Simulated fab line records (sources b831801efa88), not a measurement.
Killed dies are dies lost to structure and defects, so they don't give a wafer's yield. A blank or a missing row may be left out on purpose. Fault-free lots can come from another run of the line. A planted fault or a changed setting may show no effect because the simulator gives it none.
Struck lot and sound lot, side by side || flow sky130 || 16 steps out of a route of 708
Sound: the wafers L782.3, L782.5, L782.6. The struck wafers were L791.1, L791.3, L791.5. The cause comes at the end.
For every step that has rows: the tool of each side, followed by ch and its chambers, followed by its first start. Under that, the readings that differ: sound wafers || struck wafers || difference of the means || sigmas: that difference in standard deviations of wafers without a fault.
alike: same words and numbers on both sides, and readings whose means sit less than 2 such deviations apart. not compared: any withheld reading, any reading some wafer has no value for, any bound like >300 that may hide the same value, and any number with overlapping values for which the record gives no deviation.
A row with sigmas, a row that says differs or no value, or rows on one side alone: a step with any of these is where the two part. When numbers do not overlap yet have no deviation, they are printed without sigmas and do not part them. A reading missing from all wafers of one side parts the sides only when that side holds two or more wafers.

SKY_LOCAL_INTERCONNECT_THK_MEAS_02: measures by xrf.
  struck on filmMetro-01, day 32 12:28; sound on filmMetro-03, day 29 15:09
  alike: LOCAL_INTERCONNECT_TIN_THK
then, 8 steps without rows for these wafers: SKY_LOCAL_INTERCONNECT_DEHYDRATE_03 (time 60 s); SKY_LOCAL_INTERCONNECT_HMDS_04 (prime time 60 s); SKY_LOCAL_INTERCONNECT_COAT_05 (resist thk 60 nm); SKY_LOCAL_INTERCONNECT_COAT_06 (resist thk 450 nm); SKY_LOCAL_INTERCONNECT_SOFTBAKE_07 (time 90 s); SKY_LOCAL_INTERCONNECT_EXPOSE_08 (exposes mask LI1M, target cd 170 nm); SKY_LOCAL_INTERCONNECT_PEB_09; SKY_LOCAL_INTERCONNECT_DEVELOP_10 (develop time 60 s).
SKY_LOCAL_INTERCONNECT_CD_MEAS_11: the cd target is 170 nm.
  struck on cdSem-01, day 33 15:35; sound on cdSem-01, day 30 19:21
  alike: cdNm
SKY_LOCAL_INTERCONNECT_OVL_MEAS_12:
  struck on overlay-02, day 33 15:42; sound on overlay-01, day 30 19:26
  alike: LOCAL_INTERCONNECT_OVL
SKY_LOCAL_INTERCONNECT_ETCH_13: etches BARC in N2/H2, stops on SiO2, time 45.9 s, target depth 60 nm.
  sound on rieMetal-04 ch 0,1, day 30 19:29; struck on rieMetal-01 ch 0,1, day 33 15:44
  alike: biasW, chamberPressureMTorr, drypumpMotorCurrentA, oesProductAu, throttleValvePct
  not compared: rfHoursCounterH
SKY_LOCAL_INTERCONNECT_METAL_ETCH_14: etches TiN in Cl2/BCl3, stops on PSG, target depth 110 nm, time 31.4 s.
  sound on rieMetal-04 ch 0,1, day 30 19:32; struck on rieMetal-01 ch 0,1, day 33 15:48
  no value came back on the struck wafers for any of 5 readings (bcl3FlowSccm (sccm), biasW (W) and others); on the sound wafers bcl3FlowSccm (sccm) reads 30.02 29.98 29.94
{"reading": "model.KrF-thick_of_LOCAL_INTERCONNECT_COAT_06.thkNm (nm)", "sound": "348.1 347.5 347.5", "struck": "393.3 394.8 392.3", "difference": "+45.8", "sigmas": ""}
  not compared: rfHoursCounterH
SKY_LOCAL_INTERCONNECT_STRIP_15: strips in O2/N2.
  sound on plasmaAsher-04 ch 0,1, day 30 19:37; struck on plasmaAsher-01 ch 0,1, day 33 15:51
{"reading": "oesProductAu (a.u.)", "sound": "0.431 0.423 0.430", "struck": "0.446 0.455 0.442", "difference": "+0.020", "sigmas": "+5"}
{"reading": "stripTimeToEndpointS (s)", "sound": "4.729 4.703 4.723", "struck": "5.209 5.221 5.196", "difference": "+0.490", "sigmas": "+27"}
  alike: drypumpMotorCurrentA, o2FlowSccm
  not compared: rfHoursCounterH
then, 1 step without rows for these wafers: SKY_LOCAL_INTERCONNECT_STRIP_16 (strips in post etch residue remover, time 1200 s).
-- the record jumps here: 15 days lie between the struck wafers' starts before and after (it left off in module LOCAL_INTERCONNECT and takes up again in module PAD_OPEN, whose first step shown is number 708 of the route) --
SKY_PAD_OPEN_PROBE_99:
  struck on prober-01, day 48 07:32; sound on prober-02, day 46 04:47
{"reading": "killedAtContacts", "sound": "22 19 27", "struck": "435 441 440", "difference": "+416", "sigmas": "+77"}
{"reading": "killedDies", "sound": "97 85 85", "struck": "492 492 492", "difference": "+403", "sigmas": "+42"}
{"reading": "killedOnRim", "sound": "18 19 15", "struck": "96 96 96", "difference": "+79", "sigmas": "+24"}
{"reading": "killedShort", "sound": "45 42 45", "struck": "28 29 36", "difference": -13, "sigmas": -2}
  alike: killed_at_M0_to_M3, killed_at_M4_up, killedAtFrontEnd, killedAtOther, killedOpen

== WHERE THEY PART ==
At SKY_LOCAL_INTERCONNECT_METAL_ETCH_14 first; at SKY_PAD_OPEN_PROBE_99 last (within this record only).

WHY: what the simulator had put in
Entire step skipped (rieMetal-01, SKY_LOCAL_INTERCONNECT_METAL_ETCH_14), from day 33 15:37 onward. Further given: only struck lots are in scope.
